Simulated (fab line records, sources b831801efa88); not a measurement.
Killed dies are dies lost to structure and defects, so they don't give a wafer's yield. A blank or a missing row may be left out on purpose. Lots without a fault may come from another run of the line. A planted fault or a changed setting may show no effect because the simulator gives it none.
fab line records | flow sky130
record lots=13 wafers=39 last_day=50
route steps=708 shown VT_ADJUST_LVTN@115 VT_ADJUST_NCORE@127 VT_ADJUST_PCH@153 GATE_OXIDE@188 PAD_OPEN@708
lots that met no fault: from a run of the same line without faults
start_h: hours from the record's first day to the start of the lot's first wafer shown | wait_h: hours since the lot's step before | " the same as in the row above | L1.1+2: a row that stands for several wafers | - no value, or no start given | * or withheld: withheld | < > ~ a bound
route shown NAME@n: a module of which the file shows steps, and the number in the route of the first | usual: mean/standard deviation of fault-free wafers | same: alike in all rows | chamber/n: place in a boat | sites: the reading at each site | _std_site: their standard deviation | _edge_site: outer sites' mean less inner sites' | radius_mm: how far each site lies from the wafer's centre | mask NAME#n: copy n | behind: the tool/chamber that last shaped the wafer | hold: why the lot was held/for how many hours/how that ended | device: the transistor (n, p or np) that didn't switch | end of line: the same wafers' tests at the end of the route | a step without rows: its recipe alone | killed: dies lost to structure and defects at the first sort, not the wafer's yield | map: a wafer's dies, x killed, . not, _ none there
set.NAME: the setting as run; set.NAME@STEP: as run at that earlier step | model.NAME: the simulator's own value behind a step, which no gauge read
steps of the route over a sample of lots; a table a step, a row a wafer
services: from which hour (start_h, from the record's first day; less than 0 if before it) a tool's chamber was out of use, for how many hours, and why
## steps
# step SKY_VT_ADJUST_LVTN_OVL_MEAS_18
# usual VT_ADJUST_LVTN_01_OVL=0.1/1.5
# columns lot.wafer tool chamber start_h wait_h VT_ADJUST_LVTN_01_OVL[nm]
L237.2 overlay-02 - 167.21 0.1 2.9
L237.5 " - " " 1.5
L237.6 " - " " 0.8
L238.1 overlay-01 - 173.46 0.1 -2.9
L238.4 " - " " -2.1
L238.6 " - " " -0.9
L240.1 overlay-01 - 184.41 0.1 0.6
L240.2 " - " " 0.3
L240.3 " - " " 1.0
L244.3 overlay-02 - 213.60 0.1 -1.7
L244.4 " - " " -1.0
L244.5 " - " " -2.3
L245.2 overlay-01 - 223.65 0.1 -1.0
L245.3 " - " " -1.3
L245.5 " - " " -0.9
L251.1 overlay-02 - 268.66 0.1 -1.4
L251.2 " - " " -1.4
L251.6 " - " " -2.4
L252.2 overlay-01 - 274.61 0.1 2.6
L252.3 " - " " 2.2
L252.6 " - " " -0.9
L253.1 overlay-01 - 280.16 0.1 -3.9
L253.3 " - " " -3.5
L253.5 " - " " -2.7
L254.1 overlay-01 - 287.86 0.1 -0.3
L254.3 " - " " -1.5
L254.6 " - " " 1.9
L255.1 overlay-02 - 300.91 0.1 -0.5
L255.5 " - " " 1.1
L255.6 " - " " 1.3
L256.3 overlay-02 - 307.25 0.1 1.2
L256.4 " - " " 1.9
L256.6 " - " " 1.6
L257.3 overlay-02 - 308.07 0.1 1.0
L257.4 " - " " 0.9
L257.6 " - " " 1.1
L258.2 overlay-02 - 320.61 0.1 -1.1
L258.3 " - " " 0.4
L258.5 " - " " 1.7
# step SKY_VT_ADJUST_NCORE_OVL_MEAS_08
# usual VT_ADJUST_NCORE_OVL=-1.4/1.4
# columns lot.wafer tool chamber start_h wait_h VT_ADJUST_NCORE_OVL[nm]
L237.2 overlay-02 - 188.20 0.1 -3.1
L237.5 " - " " -1.5
L237.6 " - " " -0.4
L238.1 overlay-02 - 193.97 0.1 -2.9
L238.4 " - " " 0.2
L238.6 " - " " -0.9
L240.1 overlay-02 - 206.72 0.1 0.7
L240.2 " - " " -1.4
L240.3 " - " " -0.2
L244.3 overlay-02 - 235.84 0.1 -0.4
L244.4 " - " " -1.8
L244.5 " - " " -0.1
L245.2 overlay-01 - 246.93 0.1 -3.9
L245.3 " - " " -2.1
L245.5 " - " " -4.4
L251.1 overlay-01 - 294.23 0.1 -2.1
L251.2 " - " " -2.0
L251.6 " - " " -1.3
L252.2 overlay-01 - 299.95 0.1 0.3
L252.3 " - " " -0.1
L252.6 " - " " 0.5
L253.1 overlay-02 - 305.32 0.1 0.4
L253.3 " - " " -0.4
L253.5 " - " " -0.6
L254.1 overlay-01 - 312.74 0.1 -3.6
L254.3 " - " " -4.3
L254.6 " - " " -5.1
L255.1 overlay-02 - 326.83 0.1 0.4
L255.5 " - " " -0.7
L255.6 " - " " 1.5
L256.3 overlay-01 - 334.00 0.1 -0.9
L256.4 " - " " -2.0
L256.6 " - " " -1.2
L257.3 overlay-01 - 335.50 0.1 -1.3
L257.4 " - " " -3.1
L257.6 " - " " -3.8
L258.2 overlay-02 - 348.25 0.1 -0.1
L258.3 " - " " -1.9
L258.5 " - " " -1.1
# step SKY_VT_ADJUST_PCH_TW_MEAS_10
# usual VT_ADJUST_PCH_TW=143.9/1.8
# columns lot.wafer tool chamber start_h wait_h VT_ADJUST_PCH_TW
L237.2 film_metro-04 - 232.94 0.1 140.9
L237.5 " - " " 141.0
L237.6 " - " " 141.4
L238.1 film_metro-03 - 239.48 0.1 145.6
L238.4 " - " " 145.0
L238.6 " - " " 144.8
L240.1 film_metro-03 - 252.96 0.1 146.0
L240.2 " - " " 145.9
L240.3 " - " " 146.3
L244.3 film_metro-02 - 286.28 0.1 143.1
L244.4 " - " " 143.1
L244.5 " - " " 142.6
L245.2 film_metro-02 - 296.85 0.1 144.0
L245.3 " - " " 144.0
L245.5 " - " " 143.6
L251.1 film_metro-03 - 347.38 0.1 145.3
L251.2 " - " " 145.6
L251.6 " - " " 145.7
L252.2 film_metro-03 - 352.60 0.1 145.6
L252.3 " - " " 145.2
L252.6 " - " " 145.4
L253.1 film_metro-02 - 357.88 0.1 144.6
L253.3 " - " " 144.2
L253.5 " - " " 144.8
L254.1 film_metro-03 - 367.21 0.1 146.4
L254.3 " - " " 145.8
L254.6 " - " " 146.4
L255.1 film_metro-02 - 382.04 0.1 142.6
L255.5 " - " " 143.1
L255.6 " - " " 142.5
L256.3 film_metro-02 - 388.85 0.1 144.0
L256.4 " - " " 144.3
L256.6 " - " " 143.6
L257.3 film_metro-03 - 390.75 0.1 147.1
L257.4 " - " " 146.1
L257.6 " - " " 147.6
L258.2 film_metro-04 - 406.27 0.1 141.4
L258.3 " - " " 142.5
L258.5 " - " " 141.9
# step SKY_GATE_OXIDE_OXIDATION_01
# recipe temp_c=900 ambient=O2 stabilise_s=600 purge_s=300 target_thk_a=102.68 ox_time_s=1473
# usual ox_temp_c=900.0/0.44 spike_tc_upper_C=900.2/1.6 zone_power_lower_pct=18.0/0.58
# columns lot.wafer tool chamber start_h wait_h ox_temp_c spike_tc_upper_C zone_power_lower_pct
L237.2 furnace-02 0 291.43 2.2 900.9 899.5 17.3
L237.5 " 0 " " 901.0 898.8 17.7
L237.6 " 0 " " 900.5 899.1 17.5
L238.1 furnace-01 0 295.82 1.5 900.1 902.7 18.5
L238.4 " 0 " " 899.8 900.6 18.6
L238.6 " 0 " " 899.5 902.1 18.8
L240.1 furnace-01 0 308.44 0.2 899.9 902.5 18.8
L240.2 " 0 " " 899.3 902.9 18.8
L240.3 " 0 " " 899.9 902.5 18.4
L244.3 furnace-02 0 344.85 0.6 899.8 898.1 17.4
L244.4 " 0 " " 899.7 898.6 17.5
L244.5 " 0 " " 900.3 900.4 17.2
L245.2 furnace-02 0 361.65 6.0 900.2 899.0 17.8
L245.3 " 0 " " 899.8 899.2 17.3
L245.5 " 0 " " 899.9 900.0 17.6
L251.1 furnace-01 0 409.42 0.0 899.1 901.7 18.7
L251.2 " 0 " " 900.4 901.5 18.5
L251.6 " 0 " " 900.3 899.7 18.5
L252.2 furnace-02 0 418.82 0.7 900.0 898.1 17.4
L252.3 " 0 " " 899.8 899.6 17.4
L252.6 " 0 " " 900.4 898.7 17.2
L253.1 furnace-01 0 424.48 1.4 900.5 902.6 18.7
L253.3 " 0 " " 900.3 901.7 18.9
L253.5 " 0 " " 900.1 902.4 18.6
L254.1 furnace-01 0 435.42 0.0 899.6 901.7 18.3
L254.3 " 0 " " 900.3 901.1 18.4
L254.6 " 0 " " 899.9 902.3 18.6
L255.1 furnace-02 0 453.24 0.6 899.9 898.5 17.8
L255.5 " 0 " " 900.1 897.0 17.8
L255.6 " 0 " " 900.1 901.1 17.7
L256.3 furnace-01 0 457.53 0.0 899.0 901.3 18.4
L256.4 " 0 " " 900.2 901.3 18.7
L256.6 " 0 " " 898.8 900.1 18.9
L257.3 furnace-02 0 465.20 0.8 900.4 899.5 17.3
L257.4 " 0 " " 899.9 899.5 17.4
L257.6 " 0 " " 900.3 898.6 17.4
L258.2 furnace-01 0 473.89 0.0 899.6 901.3 18.8
L258.3 " 0 " " 900.2 903.4 18.3
L258.5 " 0 " " 900.4 902.0 19.0
# step SKY_GATE_OXIDE_THK_MEAS_02
# recipe reads=SiO2_of_GATE_OXIDE_OXIDATION_01
# usual GATE_OXIDE_OXIDATION_00_THK=10.36/0.18
# columns lot.wafer tool chamber start_h wait_h hold GATE_OXIDE_OXIDATION_00_THK[nm]
L237.2 film_metro-03 - 292.85 0.0 - 10.28
L237.5 " - " " - 10.34
L237.6 " - " " - 10.04
L238.1 film_metro-02 - 297.25 0.0 - 10.14
L238.4 " - " " - 9.93
L238.6 " - " " - 10.10
L240.1 film_metro-02 - 309.85 0.0 - 10.30
L240.2 " - " " - 10.23
L240.3 " - " " - 10.29
L244.3 film_metro-01 - 346.28 0.0 await_dispo/0.2h/release 5.85
L244.4 " - " " await_dispo/0.2h/release 5.65
L244.5 " - " " await_dispo/0.2h/release 5.70
L244.3 film_metro-01 - 346.51 0.2 - 5.85
L244.4 " - " " - 5.60
L244.5 " - " " - 5.79
L245.2 film_metro-02 - 363.07 0.0 await_dispo/0.2h/release 6.04
L245.3 " - " " await_dispo/0.2h/release 5.99
L245.5 " - " " await_dispo/0.2h/release 6.03
L245.2 film_metro-02 - 363.30 0.2 - 6.08
L245.3 " - " " - 6.01
L245.5 " - " " - 5.98
L251.1 film_metro-01 - 410.83 0.0 - 10.39
L251.2 " - " " - 10.51
L251.6 " - " " - 10.28
L252.2 film_metro-02 - 420.23 0.0 - 10.55
L252.3 " - " " - 10.52
L252.6 " - " " - 10.59
L253.1 film_metro-03 - 425.89 0.0 - 10.65
L253.3 " - " " - 10.58
L253.5 " - " " - 10.67
L254.1 film_metro-03 - 436.83 0.0 - 10.28
L254.3 " - " " - 10.34
L254.6 " - " " - 10.51
L255.1 film_metro-01 - 454.65 0.0 - 10.56
L255.5 " - " " - 10.37
L255.6 " - " " - 10.66
L256.3 film_metro-03 - 458.96 0.0 - 10.28
L256.4 " - " " - 10.18
L256.6 " - " " - 10.26
L257.3 film_metro-03 - 466.63 0.0 - 10.25
L257.4 " - " " - 10.38
L257.6 " - " " - 10.16
L258.2 film_metro-03 - 475.31 0.0 - 10.16
L258.3 " - " " - 10.23
L258.5 " - " " - 10.36
# step SKY_PAD_OPEN_PROBE_99
# usual killed_at_M0_to_M3=43/7 killed_at_M4_up=3.5/1.9 killed_at_contacts=24/5.3 killed_at_front_end=15/4.4 killed_at_other=0.3/0.69 killed_dies=87/9.7 killed_open=48/7 killed_short=39/6.4
# same gross_dies=492 killed_at_back_side=0
# columns lot.wafer tool chamber start_h wait_h killed_at_M0_to_M3 killed_at_M4_up killed_at_contacts killed_at_front_end killed_at_other killed_dies killed_open killed_short
L253.1 prober-01 - 1171.37 0.1 42 3 32 15 0 92 55 37
L253.3 prober-01 - 1171.47 0.2 40 1 32 17 0 90 44 46
L253.5 prober-01 - 1171.57 0.2 41 1 29 9 0 80 47 33
L258.2 prober-01 - 1199.94 0.1 39 2 23 11 1 76 48 28
L258.3 prober-01 - 1199.99 0.2 38 2 23 14 0 77 48 29
L258.5 prober-01 - 1200.09 0.2 44 3 30 15 1 93 50 43
# killed by level:class
L253.1 CONTACT:geometric_particle:open=14 VIA2:geometric_particle:open=10 LI_CONTACT:geometric_particle:open=10 FIELD_ISO:geometric_particle:short=5 CONTACT:geometric_particle:short=5 METAL1:geometric_particle:short=5 VIA1:geometric_particle:short=5 VIA1:geometric_particle:open=5
L253.3 CONTACT:geometric_particle:open=11 LI_CONTACT:geometric_particle:open=7 FIELD_ISO:geometric_particle:open=6 METAL1:geometric_particle:short=6 VIA1:geometric_particle:short=6 VIA2:geometric_particle:open=5 LOCAL_INTERCONNECT:geometric_particle:short=5 VIA3:geometric_particle:open=5
L253.5 CONTACT:geometric_particle:open=12 LI_CONTACT:geometric_particle:open=7 LOCAL_INTERCONNECT:geometric_particle:short=7 VIA1:geometric_particle:open=7 VIA1:geometric_particle:short=7 VIA3:geometric_particle:open=6 VIA2:geometric_particle:open=6 METAL1:geometric_particle:short=4
L258.2 CONTACT:geometric_particle:open=13 VIA3:geometric_particle:open=9 VIA2:geometric_particle:open=8 METAL1:geometric_particle:short=6 VIA1:geometric_particle:open=5 POLY_GATE:geometric_particle:short=3 POLY_CUT:geometric_particle:open=3 LI_CONTACT:geometric_particle:open=3
L258.3 CONTACT:geometric_particle:open=12 POLY_GATE:geometric_particle:open=6 LI_CONTACT:geometric_particle:open=6 VIA1:geometric_particle:open=6 VIA2:geometric_particle:open=6 VIA3:geometric_particle:open=6 VIA2:geometric_particle:short=5 METAL3:geometric_particle:short=4
L258.5 CONTACT:geometric_particle:open=14 LI_CONTACT:geometric_particle:open=8 METAL1:geometric_particle:short=8 VIA2:geometric_particle:open=7 VIA1:geometric_particle:open=7 METAL2:geometric_particle:short=7 POLY_GATE:geometric_particle:short=5 LOCAL_INTERCONNECT:geometric_particle:short=4
## services
# columns tool chamber start_h hours kind
furnace-02 - 275.78 4.5 pm
furnace-02 - 347.51 2.8 pm
furnace-02 - 354.80 4.0 pm
furnace-01 - 419.37 3.6 pm
## key
first_sign step=SKY_GATE_OXIDE_THK_MEAS_02 reading=visit direction=added
effect step=SKY_GATE_OXIDE_THK_MEAS_02 reading=GATE_OXIDE_OXIDATION_00_THK direction=down sigmas=25 usual=10.36 struck=5.88
met_at SKY_GATE_OXIDE_OXIDATION_01
struck_lots L244,L245
tester_left_out L244,L245
not_acting_at SKY_VT_ADJUST_LVTN_OVL_MEAS_18,SKY_VT_ADJUST_NCORE_OVL_MEAS_08,SKY_VT_ADJUST_PCH_TW_MEAS_10
onset_between 291.43 344.85
fault kind=process_parameter_drift tool=furnace-02 chamber=- onset_h=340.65 steps=SKY_GATE_OXIDE_OXIDATION_01 channel=ox_time_s offset=* shape=step end_h=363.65 acts_in=* stated=*
# tester_left_out: of these lots the tester's yield and bins aren't shown, on N5 and GAA mostly nor the transistor test; their killed dies are dies lost to structure and defects alone, not to doping, threshold or leakage, so they don't give the yield
